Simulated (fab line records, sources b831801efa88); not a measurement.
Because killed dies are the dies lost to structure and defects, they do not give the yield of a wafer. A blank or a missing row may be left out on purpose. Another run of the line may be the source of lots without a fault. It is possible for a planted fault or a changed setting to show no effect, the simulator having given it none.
Matching of chambers	flow sky130	3 sister chambers for SKY_VIA2_HDPCVD_00 on hdpcvd-02
The step deposits SiO2, target thk 1180 nm, time 196.7 s. 3 wafers are shown with their chamber, then 7 later ones without.

## WAFERS WITH THEIR CHAMBER
wafer	chamber	runLengthS (s)
L542.5	1	223.7
L543.3	2	224.2
L543.4	0	223.8

## WAFERS MISSING THEIR CHAMBER
wafer	runLengthS (s)
L543.6	223.6
L544.4	224.2
L544.5	224.5
L544.6	223.8
L545.2	223.8
L545.3	223.6
L545.4	224.1

## CHAMBER TAKEN BY EACH
wafer	from the rows above	in truth
L543.6	can't be placed: 1 or 0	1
L544.4	2	2
L544.5	2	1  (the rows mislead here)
L544.6	can't be placed: 0 or 1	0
L545.2	can't be placed: 0 or 1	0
L545.3	can't be placed: 1 or 0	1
L545.4	can't be placed: 2 or 0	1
1 of 7 placed correctly. From these rows, 5 cannot be placed; in 4 the true chamber is one of the candidates. 1 placed wrongly.
How it was worked out, from the rows above alone: a wafer's distance from a chamber is the root of the sum, over the readings, of the square of ((its reading less the chamber's mean) divided by the reading's scatter). If the next closest chamber is less than 2 further off than the closest, the wafer can't be placed; otherwise it belongs to the closest. A chamber's mean is the mean of its shown wafers. The scatter (one wafer shown for each chamber): square how far every hidden wafer sits from the nearest shown wafer, average those squares and take the square root.
